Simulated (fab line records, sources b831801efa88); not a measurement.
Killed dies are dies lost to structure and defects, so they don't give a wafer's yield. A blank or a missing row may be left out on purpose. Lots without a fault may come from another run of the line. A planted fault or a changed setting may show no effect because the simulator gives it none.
fab line records | flow sky130
record lots=14 wafers=42 last_day=50
route steps=708 shown VT_ADJUST_PCH@149 PAD_OPEN@708
lots that met no fault: from a run of the same line without faults
start_h: hours from the record's first day to the start of the lot's first wafer shown | wait_h: hours since the lot's step before | " the same as in the row above | L1.1+2: a row that stands for several wafers | - no value, or no start given | * or withheld: withheld | < > ~ a bound
route shown NAME@n: a module of which the file shows steps, and the number in the route of the first | usual: mean/standard deviation of fault-free wafers | same: alike in all rows | chamber/n: place in a boat | sites: the reading at each site | _std_site: their standard deviation | _edge_site: outer sites' mean less inner sites' | radius_mm: how far each site lies from the wafer's centre | mask NAME#n: copy n | behind: the tool/chamber that last shaped the wafer | hold: why the lot was held/for how many hours/how that ended | device: the transistor (n, p or np) that didn't switch | end of line: the same wafers' tests at the end of the route | a step without rows: its recipe alone | killed: dies lost to structure and defects at the first sort, not the wafer's yield | map: a wafer's dies, x killed, . not, _ none there
set.NAME: the setting as run; set.NAME@STEP: as run at that earlier step | model.NAME: the simulator's own value behind a step, which no gauge read
steps of the route over a sample of lots; a table a step, a row a wafer
services: from which hour (start_h, from the record's first day; less than 0 if before it) a tool's chamber was out of use, for how many hours, and why
## steps
# step SKY_VT_ADJUST_PCH_DEVELOP_06
# recipe wall_angle_deg=90 developer=TMAH develop_time_s=60 dev_temp_c=23
# usual chill_plate_temp_C=22.98/0.1 exhaust_pa=44.9/0.81 resist_line_temp_C=23.02/0.1
# columns lot.wafer tool chamber start_h wait_h chill_plate_temp_C exhaust_pa resist_line_temp_C
L468.1 litho_track-02 0 220 - 22.98 45.5 22.81
L468.4 " 0 " " 23.02 46.4 23.02
L468.6 " 0 " " 23.05 45.5 23.05
L469.1 litho_track-02 0 230 - 22.95 44.6 22.89
L469.3 " 0 " " 22.98 45.6 22.73
L469.4 " 0 " " 22.93 44.3 22.99
L470.2 litho_track-03 0 240 - 22.91 45.2 22.96
L470.5 " 0 " " 22.73 46.3 22.91
L470.6 " 0 " " 22.87 45.4 22.91
L471.1 litho_track-04 0 244 - 23.00 45.6 22.90
L471.3 " 0 " " 23.06 45.3 23.25
L471.6 " 0 " " 23.00 46.8 23.34
L473.2 litho_track-03 0 256 - 23.00 45.2 22.81
L473.3 " 0 " " 23.01 43.4 23.07
L473.4 " 0 " " 22.99 45.0 23.03
L474.1 litho_track-03 0 268 - 23.13 44.2 22.81
L474.2 " 0 " " 23.08 44.2 22.93
L474.5 " 0 " " 23.02 45.5 23.02
L475.2 litho_track-02 0 272 - 22.90 46.5 23.02
L475.4 " 0 " " 23.03 45.0 22.92
L475.5 " 0 " " 22.92 44.7 22.90
L476.2 litho_track-03 0 279 - 23.07 45.4 23.15
L476.4 " 0 " " 23.04 44.1 23.09
L476.6 " 0 " " 23.04 45.4 23.13
L477.3 litho_track-03 0 291 - 23.11 43.6 23.08
L477.5 " 0 " " 23.04 42.9 23.15
L477.6 " 0 " " 23.09 45.1 23.06
L479.1 litho_track-02 0 306 - 23.14 44.7 22.96
L479.3 " 0 " " 22.95 44.4 23.09
L479.6 " 0 " " 23.06 43.2 23.07
L483.2 litho_track-02 0 336 - 22.76 45.3 23.14
L483.3 " 0 " " 22.77 46.3 23.10
L483.6 " 0 " " 22.84 44.1 23.04
L487.1 litho_track-02 0 373 - 23.06 44.7 22.89
L487.2 " 0 " " 23.05 43.9 23.00
L487.5 " 0 " " 23.07 43.7 22.97
L488.3 litho_track-04 0 382 - 22.93 44.0 22.97
L488.5 " 0 " " 22.86 43.5 22.92
L488.6 " 0 " " 23.03 43.8 23.04
L489.1 litho_track-04 0 389 - 22.84 46.0 23.05
L489.3 " 0 " " 22.84 45.1 23.13
L489.6 " 0 " " 22.99 46.8 22.97
# step SKY_VT_ADJUST_PCH_OVL_MEAS_07
# usual VT_ADJUST_PCH_OVL=0.4/1.6
# columns lot.wafer tool chamber start_h wait_h VT_ADJUST_PCH_OVL[nm]
L468.1 overlay-02 - 221.00 - -0.8
L468.4 " - " " 1.4
L468.6 " - " " 1.2
L469.1 overlay-01 - 230.30 - 1.3
L469.3 " - " " 1.8
L469.4 " - " " 0.9
L470.2 overlay-01 - 240.55 - 2.0
L470.5 " - " " -0.3
L470.6 " - " " 1.7
L471.1 overlay-01 - 244.82 - -2.7
L471.3 " - " " 0.0
L471.6 " - " " -3.1
L473.2 overlay-01 - 256.70 - 0.3
L473.3 " - " " 2.6
L473.4 " - " " 0.4
L474.1 overlay-01 - 268.45 - 1.0
L474.2 " - " " -1.3
L474.5 " - " " -0.3
L475.2 overlay-01 - 272.95 - 1.1
L475.4 " - " " -0.1
L475.5 " - " " -0.5
L476.2 overlay-02 - 279.65 - -0.7
L476.4 " - " " -1.4
L476.6 " - " " -1.2
L477.3 overlay-01 - 291.86 - -1.0
L477.5 " - " " 0.8
L477.6 " - " " -2.0
L479.1 overlay-01 - 306.55 - 0.5
L479.3 " - " " 1.8
L479.6 " - " " 2.8
L483.2 overlay-01 - 336.15 - -
L483.3 " - " " -
L483.6 " - " " -
L487.1 overlay-02 - 373.35 - -
L487.2 " - " " -
L487.5 " - " " -
L488.3 overlay-01 - 382.63 - 1.1
L488.5 " - " " -0.4
L488.6 " - " " 1.5
L489.1 overlay-02 - 389.77 - -1.7
L489.3 " - " " -0.1
L489.6 " - " " -1.4
# step SKY_VT_ADJUST_PCH_TW_MEAS_10
# usual VT_ADJUST_PCH_TW=143.1/2
# columns lot.wafer tool chamber start_h wait_h VT_ADJUST_PCH_TW
L468.1 film_metro-04 - 221.28 0.1 143.5
L468.4 " - " " 144.0
L468.6 " - " " 143.9
L469.1 film_metro-01 - 230.58 0.1 140.9
L469.3 " - " " 140.3
L469.4 " - " " 141.0
L470.2 film_metro-01 - 240.89 0.1 140.3
L470.5 " - " " 141.0
L470.6 " - " " 140.7
L471.1 film_metro-04 - 245.10 0.1 145.5
L471.3 " - " " 144.2
L471.6 " - " " 144.6
L473.2 film_metro-01 - 256.99 0.1 141.2
L473.3 " - " " 141.1
L473.4 " - " " 140.6
L474.1 film_metro-03 - 268.83 0.1 144.8
L474.2 " - " " 145.6
L474.5 " - " " 144.8
L475.2 film_metro-03 - 273.24 0.1 145.2
L475.4 " - " " 144.5
L475.5 " - " " 144.6
L476.2 film_metro-01 - 279.94 0.1 140.3
L476.4 " - " " 139.8
L476.6 " - " " 140.7
L477.3 film_metro-01 - 292.15 0.1 140.7
L477.5 " - " " 140.4
L477.6 " - " " 139.9
L479.1 film_metro-01 - 306.83 0.1 139.5
L479.3 " - " " 140.2
L479.6 " - " " 139.5
L483.2 film_metro-03 - 336.44 0.1 30.4
L483.3 " - " " 30.5
L483.6 " - " " 30.5
L487.1 film_metro-03 - 373.63 0.1 30.2
L487.2 " - " " 30.5
L487.5 " - " " 30.5
L488.3 film_metro-03 - 382.92 0.1 144.6
L488.5 " - " " 144.5
L488.6 " - " " 144.6
L489.1 film_metro-01 - 390.05 0.1 140.6
L489.3 " - " " 139.8
L489.6 " - " " 140.5
# step SKY_PAD_OPEN_PROBE_99
# usual killed_at_M0_to_M3=44/7.2 killed_at_M4_up=3.4/2.1 killed_at_contacts=24/5.5 killed_at_front_end=15/4.6 killed_at_other=0.4/0.64 killed_dies=86/9.1 killed_on_rim=17/3.8 killed_open=47/7.5 killed_short=39/5.8
# same gross_dies=492 killed_at_back_side=0
# columns lot.wafer tool chamber start_h wait_h killed_at_M0_to_M3 killed_at_M4_up killed_at_contacts killed_at_front_end killed_at_other killed_dies killed_on_rim killed_open killed_short
L470.2 prober-01 - 1089.73 0.1 43 5 24 12 0 84 11 49 35
L470.5 prober-01 - 1089.88 0.2 35 5 23 13 0 76 15 37 39
L470.6 prober-01 - 1089.93 0.2 49 4 29 13 0 95 16 53 42
L471.1 prober-01 - 1101.01 0.1 32 0 35 18 0 85 16 46 39
L471.3 prober-01 - 1101.11 0.2 40 6 23 11 1 81 17 45 36
L471.6 prober-01 - 1101.26 0.2 33 9 23 12 0 77 22 39 38
L477.3 prober-02 - 1128.86 0.2 46 6 37 19 0 108 20 60 48
L477.5 prober-02 - 1128.96 0.2 41 7 35 18 1 102 20 62 39
L477.6 prober-02 - 1129.01 0.2 60 2 21 9 2 94 15 54 39
L479.1 prober-02 - 1144.22 0.1 39 3 17 13 0 72 14 38 34
L479.3 prober-02 - 1144.32 0.2 45 2 23 8 1 79 12 45 34
L479.6 prober-02 - 1144.47 0.2 49 2 23 15 0 89 19 43 46
L483.2 prober-01 - 1155.66 0.1 36 4 21 430 1 492 96 41 35
L483.3 prober-01 - 1155.71 0.2 37 2 20 433 0 492 96 36 36
L483.6 prober-01 - 1155.86 0.2 32 7 21 432 0 492 96 47 43
L487.1 prober-02 - 1181.16 0.1 42 3 26 421 0 492 96 47 35
L487.2 prober-02 - 1181.21 0.1 37 5 20 430 0 492 96 34 37
L487.5 prober-02 - 1181.36 0.2 44 1 12 434 1 492 96 40 32
# killed by level:class
L470.2 VIA1:geometric_particle:open=14 VIA3:geometric_particle:open=8 CONTACT:geometric_particle:open=6 VIA2:geometric_particle:open=6 VIA1:geometric_particle:short=5 METAL4:geometric_particle:short=5 VIA3:geometric_particle:short=5 FIELD_ISO:geometric_particle:open=4
L470.5 CONTACT:geometric_particle:open=9 VIA1:geometric_particle:open=8 METAL1:geometric_particle:short=8 VIA3:geometric_particle:open=6 POLY_GATE:geometric_particle:short=5 LI_CONTACT:geometric_particle:open=5 METAL2:geometric_particle:short=5 LOCAL_INTERCONNECT:geometric_particle:short=4
L470.6 VIA3:geometric_particle:open=12 LI_CONTACT:geometric_particle:open=11 CONTACT:geometric_particle:open=8 VIA1:geometric_particle:open=8 LOCAL_INTERCONNECT:geometric_particle:short=6 VIA1:geometric_particle:short=6 VIA2:geometric_particle:open=6 FIELD_ISO:geometric_particle:short=4
L471.1 VIA1:geometric_particle:open=11 LOCAL_INTERCONNECT:geometric_particle:short=10 CONTACT:geometric_particle:open=9 LI_CONTACT:geometric_particle:open=8 POLY_GATE:geometric_particle:open=5 METAL1:geometric_particle:short=5 POLY_GATE:geometric_particle:short=4 VIA1:geometric_particle:short=4
L471.3 LI_CONTACT:geometric_particle:open=10 VIA1:geometric_particle:open=10 VIA2:geometric_particle:open=7 CONTACT:geometric_particle:open=6 METAL1:geometric_particle:short=6 METAL4:geometric_particle:short=5 POLY_GATE:geometric_particle:short=4 VIA1:geometric_particle:short=4
L471.6 VIA1:geometric_particle:open=9 LI_CONTACT:geometric_particle:open=8 METAL2:geometric_particle:short=6 METAL4:geometric_particle:short=6 POLY_GATE:geometric_particle:short=5 VIA3:geometric_particle:open=5 CONTACT:geometric_particle:short=4 CONTACT:geometric_particle:open=4
L477.3 VIA1:geometric_particle:open=17 CONTACT:geometric_particle:open=16 CONTACT:geometric_particle:short=9 VIA1:geometric_particle:short=8 VIA2:geometric_particle:open=6 POLY_GATE:geometric_particle:short=5 LOCAL_INTERCONNECT:geometric_particle:short=5 VIA3:geometric_particle:open=4
L477.5 CONTACT:geometric_particle:open=17 VIA1:geometric_particle:open=14 VIA3:geometric_particle:open=10 CONTACT:geometric_particle:short=9 SPACER:geometric_particle:open=6 METAL4:geometric_particle:short=6 LOCAL_INTERCONNECT:geometric_particle:short=5 VIA3:geometric_particle:short=4
L477.6 VIA1:geometric_particle:open=17 VIA3:geometric_particle:short=8 VIA3:geometric_particle:open=7 LI_CONTACT:geometric_particle:open=7 CONTACT:geometric_particle:open=7 VIA1:geometric_particle:short=6 METAL2:geometric_particle:short=5 VIA2:geometric_particle:open=4
L479.1 VIA3:geometric_particle:open=9 LI_CONTACT:geometric_particle:open=6 CONTACT:geometric_particle:short=6 VIA1:geometric_particle:open=5 VIA2:geometric_particle:open=5 POLY_GATE:geometric_particle:short=4 METAL1:geometric_particle:short=4 POLY_GATE:geometric_particle:open=3
L479.3 VIA1:geometric_particle:open=13 LI_CONTACT:geometric_particle:open=8 VIA3:geometric_particle:open=6 CONTACT:geometric_particle:open=6 METAL1:geometric_particle:short=6 FIELD_ISO:geometric_particle:short=4 VIA1:geometric_particle:short=4 METAL2:geometric_particle:short=4
L479.6 VIA1:geometric_particle:open=12 METAL1:geometric_particle:short=9 LI_CONTACT:geometric_particle:open=8 VIA2:geometric_particle:open=8 FIELD_ISO:geometric_particle:open=5 LI_CONTACT:geometric_particle:short=5 VIA1:geometric_particle:short=4 LOCAL_INTERCONNECT:geometric_particle:short=4
L483.2 VT_ADJUST_PCH:area_develop=416 CONTACT:geometric_particle:open=9 VIA3:geometric_particle:short=6 POLY_GATE:geometric_particle:open=5 CONTACT:geometric_particle:short=5 VIA3:geometric_particle:open=5 VIA1:geometric_particle:short=4 METAL2:geometric_particle:short=4
L483.3 VT_ADJUST_PCH:area_develop=420 METAL1:geometric_particle:short=9 VIA1:geometric_particle:open=8 LI_CONTACT:geometric_particle:open=7 CONTACT:geometric_particle:open=6 VIA1:geometric_particle:short=5 POLY_GATE:geometric_particle:short=4 VIA2:geometric_particle:open=4
L483.6 VT_ADJUST_PCH:area_develop=402 VIA1:geometric_particle:open=9 LI_CONTACT:geometric_particle:open=7 CONTACT:geometric_particle:short=7 CONTACT:geometric_particle:open=7 FIELD_ISO:geometric_particle:open=6 FIELD_ISO:geometric_particle:short=6 POLY_GATE:geometric_particle:short=6
L487.1 VT_ADJUST_PCH:area_develop=409 CONTACT:geometric_particle:open=10 VIA1:geometric_particle:open=9 LI_CONTACT:geometric_particle:open=6 METAL2:geometric_particle:short=6 VIA2:geometric_particle:open=6 METAL1:geometric_particle:short=5 FIELD_ISO:geometric_particle:short=5
L487.2 VT_ADJUST_PCH:area_develop=420 CONTACT:geometric_particle:open=11 METAL1:geometric_particle:short=8 VIA2:geometric_particle:open=6 VIA1:geometric_particle:open=6 VIA1:geometric_particle:short=5 VIA3:geometric_particle:short=4 LI_CONTACT:geometric_particle:open=3
L487.5 VT_ADJUST_PCH:area_develop=420 VIA3:geometric_particle:open=12 VIA1:geometric_particle:open=8 VIA2:geometric_particle:open=6 METAL2:geometric_particle:short=5 FIELD_ISO:geometric_particle:open=4 CONTACT:geometric_particle:open=4 FIELD_ISO:geometric_particle:short=3
## services
# columns tool chamber start_h hours kind
litho_track-04 - 327.91 - consumable_replace:filter
litho_track-02 - 348.06 - consumable_replace:filter
## key
first_sign step=SKY_VT_ADJUST_PCH_OVL_MEAS_07 reading=VT_ADJUST_PCH_OVL direction=missing
effect step=SKY_VT_ADJUST_PCH_TW_MEAS_10 reading=VT_ADJUST_PCH_TW direction=down sigmas=55 usual=143.1 struck=30.4
effect step=SKY_PAD_OPEN_PROBE_99 reading=killed_at_front_end direction=up sigmas=89 usual=15 struck=430
more_kills_born_at SKY_VT_ADJUST_PCH_DEVELOP_06@litho_track-02=2487
met_at SKY_VT_ADJUST_PCH_DEVELOP_06
struck_lots L483,L487
tester_left_out L483,L487
onset_between 306 336
fault kind=process_parameter_drift tool=litho_track-02 chamber=- onset_h=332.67 steps=SKY_VT_ADJUST_PCH_DEVELOP_06 channel=develop_time_s offset=* shape=step end_h=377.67 acts_in=* stated=*
# tester_left_out: of these lots the tester's yield and bins aren't shown, on N5 and GAA mostly nor the transistor test; their killed dies are dies lost to structure and defects alone, not to doping, threshold or leakage, so they don't give the yield
